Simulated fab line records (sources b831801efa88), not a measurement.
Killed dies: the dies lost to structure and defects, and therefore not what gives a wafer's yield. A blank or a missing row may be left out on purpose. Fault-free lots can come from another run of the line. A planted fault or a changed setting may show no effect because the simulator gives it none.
Which of the tools did it? | flow sky130 | Sampling: 15 lots, 45 wafers, 6 of 708 route steps

WHAT THE GAUGES SHOWED, per wafer
SKY_VIA2_OVL_MEAS_13.
lot  | measured     | on         | VIA2_OVL (nm)
L623 | day 35 17:49 | overlay-02 | -5 -4 -2
L626 | day 37 18:43 | overlay-01 | -3 -7 2
L628 | day 38 13:43 | overlay-01 | 4 3 0
L629 | day 39 04:51 | overlay-01 | -10 -2 1
L631 | day 39 05:13 | overlay-02 | -5 -3 -12
L630 | day 39 09:39 | overlay-01 | 3 -2 0
L632 | day 39 10:18 | overlay-02 | -4 3 6
L636 | day 41 03:28 | overlay-01 | 3 2 4
L635 | day 41 05:33 | overlay-02 | 0 -11 -4
L634 | day 41 06:12 | overlay-02 | -11 -14 -3
L637 | day 41 08:01 | overlay-02 | -6 -5 -5
L643 | day 42 12:07 | overlay-02 | 2 -9 -2
L644 | day 42 13:04 | overlay-02 | -8 0 -1
L645 | day 42 18:00 | overlay-01 | -5 -10 -7
L646 | day 43 07:01 | overlay-02 | 6 -7 -2

SKY_CAPM_RS_MEAS_03: uses a four-point probe to measure.
lot  | measured     | on            | CAPM_TIN_RS (ohm/sq)
L623 | day 35 19:34 | film metro-02 | 6.94 6.98 6.98
L626 | day 37 20:28 | film metro-04 | 6.90 6.98 6.86
L628 | day 38 15:31 | film metro-04 | 6.81 6.89 6.82
L629 | day 39 06:36 | film metro-04 | 6.86 6.85 6.88
L631 | day 39 06:59 | film metro-04 | 6.75 6.84 6.83
L630 | day 39 11:24 | film metro-04 | 6.89 6.88 6.84
L632 | day 39 12:03 | film metro-04 | 6.88 6.83 6.86
L636 | day 41 05:17 | film metro-01 | 6.95 6.92 6.90
L635 | day 41 07:19 | film metro-02 | 6.83 6.87 6.81
L634 | day 41 07:59 | film metro-02 | 6.99 7.03 7.05
L637 | day 41 09:52 | film metro-04 | 6.98 6.91 6.93
L643 | day 42 13:57 | film metro-02 | 6.83 6.83 6.87
L644 | day 42 14:52 | film metro-04 | 6.92 6.91 6.91
L645 | day 42 19:52 | film metro-04 | 6.96 6.97 7.02
L646 | day 43 08:46 | film metro-01 | 6.84 6.85 6.84

SKY_VIA3_CD_MEAS_12 targets a cd of 200 nm.
lot  | measured     | on        | cd nm (nm)
L623 | day 39 02:44 | cd sem-02 | 199.1 197.6 197.8
L626 | day 41 00:37 | cd sem-02 | 196.9 198.7 196.7
L628 | day 41 18:38 | cd sem-02 | 198.8 198.9 199.2
L629 | day 42 08:37 | cd sem-02 | 202.2 200.1 200.5
L631 | day 42 09:39 | cd sem-01 | 199.1 200.1 199.0
L630 | day 42 13:17 | cd sem-02 | 200.8 200.3 200.9
L632 | day 42 13:58 | cd sem-01 | 201.7 200.1 200.3
L637 | day 44 09:40 | cd sem-02 | 198.0 200.5 200.4
L643 | day 45 11:32 | cd sem-01 | 201.3 200.7 199.9
L644 | day 45 12:04 | cd sem-01 | 199.6 201.3 200.8
L645 | day 45 16:01 | cd sem-01 | 205.3 202.6 203.9
L646 | day 46 04:00 | cd sem-01 | 199.0 199.7 199.6

WHICH TOOL RAN EACH LOT (tool, then ch and the chambers of the sampled wafers, then the start)
lot  | SKY_METAL3_ETCH_16                | SKY_METAL3_ETCH_17                 | SKY_METAL3_STRIP_19
L623 | rie metal-01 ch 0,1, day 38 00:33 | rie diel-04 ch 0,1,2, day 38 00:39 | plasma asher-02 ch 0,1, day 38 00:51
L626 | rie metal-02 ch 0, day 39 22:32   | rie diel-04 ch 0,3, day 39 22:44   | plasma asher-04 ch 0,1, day 39 22:56
L628 | rie metal-04 ch 0, day 40 16:36   | rie diel-04 ch 0,1,3, day 40 16:42 | plasma asher-04 ch 0, day 40 16:54
L629 | rie metal-01 ch 0,1, day 41 07:46 | rie diel-03 ch 0,1,3, day 41 07:52 | plasma asher-03 ch 0, day 41 08:04
L631 | rie metal-02 ch 0, day 41 08:26   | rie diel-01 ch 0,2,3, day 41 08:32 | plasma asher-03 ch 0,1, day 41 08:44
L630 | rie metal-02 ch 0,1, day 41 12:34 | rie diel-04 ch 0,1,3, day 41 12:40 | plasma asher-03 ch 0,1, day 41 12:52
L632 | rie metal-04 ch 0,1, day 41 13:08 | rie diel-03 ch 0,1,3, day 41 13:14 | plasma asher-04 ch 0,1, day 41 13:26
L636 | rie metal-01 ch 0,1, day 43 04:24 | rie diel-03 ch 0,1,3, day 43 04:30 | plasma asher-03 ch 1, day 43 04:42
L635 | rie metal-02 ch 1, day 43 05:38   | rie diel-01 ch 1,2, day 43 05:44   | plasma asher-03 ch 1, day 43 05:56
L634 | rie metal-02 ch 0,1, day 43 07:45 | rie diel-01 ch 2,3, day 43 07:51   | plasma asher-02 ch 0,1, day 43 08:03
L637 | rie metal-04 ch 0,1, day 43 09:03 | rie diel-03 ch 1,2,3, day 43 09:09 | plasma asher-04 ch 0,1, day 43 09:21
L643 | rie metal-02 ch 0,1, day 44 12:58 | rie diel-03 ch 0,1,3, day 44 13:04 | plasma asher-04 ch 0,1, day 44 13:16
L644 | rie metal-01 ch 0,1, day 44 13:23 | rie diel-01 ch 0,1,2, day 44 13:26 | plasma asher-03 ch 0,1, day 44 13:40
L645 | rie metal-01 ch 0, day 44 17:06   | rie diel-01 ch 0,1,3, day 44 17:18 | plasma asher-02 ch 0,1, day 44 17:29
L646 | rie metal-04 ch 0,1, day 45 05:43 | rie diel-01 ch 0,1, day 45 05:49   | plasma asher-02 ch 0,1, day 45 06:01
- SKY_METAL3_ETCH_16: etches BARC in N2/H2, stops on SiO2, time 88.2 s, target depth 60 nm.
- SKY_METAL3_ETCH_17: etches SiO2 in C4F8/O2/Ar, stops on TiN, time 3.9 s, target depth 15 nm.
- SKY_METAL3_STRIP_19: strips in O2/N2.

AS READ BY THE TOOLS THEMSELVES (means over the sampled wafers that have a number; for cases with no such wafer, the mark the record gives instead)
SKY_METAL3_ETCH_16.
lot  | tool         | bias w (W) | chamber pressure mTorr (mTorr) | drypump motor current A (A) | oes product au (a.u.) | throttle valve pct (%)
L623 | rie metal-01 | 99.6       | 29.973                         | 5.7                         | 0.627                 | 13.201
L626 | rie metal-02 | 100.1      | 29.996                         | 6.4                         | 0.624                 | 13.196
L628 | rie metal-04 | 100.2      | 29.991                         | 5.9                         | 0.627                 | 13.199
L629 | rie metal-01 | 100.3      | 29.996                         | 5.4                         | 0.630                 | 13.195
L631 | rie metal-02 | 100.0      | 29.995                         | 6.4                         | 0.629                 | 13.204
L630 | rie metal-02 | 100.0      | 30.024                         | 6.2                         | 0.623                 | 13.211
L632 | rie metal-04 | 100.3      | 30.008                         | 6.1                         | 0.621                 | 13.211
L636 | rie metal-01 | -          | -                              | -                           | -                     | -
L635 | rie metal-02 | -          | -                              | -                           | -                     | -
L634 | rie metal-02 | -          | -                              | -                           | -                     | -
L637 | rie metal-04 | 100.3      | 30.016                         | 6.1                         | 0.626                 | 13.204
L643 | rie metal-02 | 99.9       | 30.021                         | 6.2                         | 0.627                 | 13.201
L644 | rie metal-01 | 100.0      | 30.007                         | 5.4                         | 0.624                 | 13.209
L645 | rie metal-01 | 99.5       | 30.013                         | 5.9                         | 0.628                 | 13.208
L646 | rie metal-04 | 100.0      | 30.007                         | 6.1                         | 0.620                 | 13.199

SKY_METAL3_ETCH_17.
lot  | tool        | bias w (W) | chamber pressure mTorr (mTorr) | oes product au (a.u.)
L623 | rie diel-04 | 1201       | 39.99                          | 0.747
L626 | rie diel-04 | 1201       | 40.00                          | 0.752
L628 | rie diel-04 | 1203       | 40.01                          | 0.766
L629 | rie diel-03 | 1199       | 40.00                          | 0.755
L631 | rie diel-01 | 1203       | 40.00                          | 0.762
L630 | rie diel-04 | 1198       | 39.96                          | 0.758
L632 | rie diel-03 | 1198       | 40.04                          | 0.760
L636 | rie diel-03 | 1199       | 40.01                          | 0.370
L635 | rie diel-01 | 1203       | 40.00                          | 0.377
L634 | rie diel-01 | 1202       | 40.04                          | 0.373
L637 | rie diel-03 | 1199       | 39.96                          | 0.760
L643 | rie diel-03 | 1198       | 40.01                          | 0.755
L644 | rie diel-01 | 1200       | 39.99                          | 0.752
L645 | rie diel-01 | 1203       | 39.97                          | 0.751
L646 | rie diel-01 | 1203       | 40.00                          | 0.756

SKY_METAL3_STRIP_19.
lot  | tool            | drypump motor current A (A) | oes product au (a.u.) | strip time to endpoint s (s)
L623 | plasma asher-02 | 5.3                         | 0.508                 | 6.69
L626 | plasma asher-04 | 6.1                         | 0.510                 | 6.74
L628 | plasma asher-04 | 6.1                         | 0.509                 | 6.61
L629 | plasma asher-03 | 5.3                         | 0.507                 | 6.66
L631 | plasma asher-03 | 5.5                         | 0.512                 | 6.76
L630 | plasma asher-03 | 5.5                         | 0.512                 | 6.76
L632 | plasma asher-04 | 6.1                         | 0.508                 | 6.71
L636 | plasma asher-03 | 5.9                         | 0.530                 | 7.20
L635 | plasma asher-03 | 5.9                         | 0.527                 | 7.20
L634 | plasma asher-02 | 5.3                         | 0.532                 | 7.22
L637 | plasma asher-04 | 6.1                         | 0.511                 | 6.65
L643 | plasma asher-04 | 6.1                         | 0.504                 | 6.65
L644 | plasma asher-03 | 5.7                         | 0.503                 | 6.65
L645 | plasma asher-02 | 5.2                         | 0.512                 | 6.65
L646 | plasma asher-02 | 5.3                         | 0.511                 | 6.70

THE ANSWER, worked out from the rows above alone
Rule: usual is defined by the lots themselves. Put in order of their means at a reading, lots are off if they are a third of the lots or fewer, leave a main group of 4 or more, and stand apart from it by a gap of 3 or more times the standard deviation of the main group's means; of several such gaps the widest counts. If all means in a main group match to the digits the tables above print for the reading, that group is not used. Also off: a lot with no number at a reading for which 4 or more lots have one. Where the step has rows for the other lots, those lots are counted as sound. After the gauges, taken in route order, come the tools' own readings; for these a lot's mean is taken, as printed above. The first step at which some lot is off is used, and at that step the reading that is off furthest; a lot without a number counts as furthest.
Off, at SKY_METAL3_ETCH_16 on bias w: L636, L635, L634. Without a number there: L636, L635, L634. The main group has a mean of 100.0 W with a standard deviation of 0.25.
If a tool, at that step or one of the process steps before it, ran each lot that is off and ran no sound lot following the first of them, it fits. Not one of the candidates tried fits.

WHAT HAD BEEN PUT IN BY THE SIMULATOR
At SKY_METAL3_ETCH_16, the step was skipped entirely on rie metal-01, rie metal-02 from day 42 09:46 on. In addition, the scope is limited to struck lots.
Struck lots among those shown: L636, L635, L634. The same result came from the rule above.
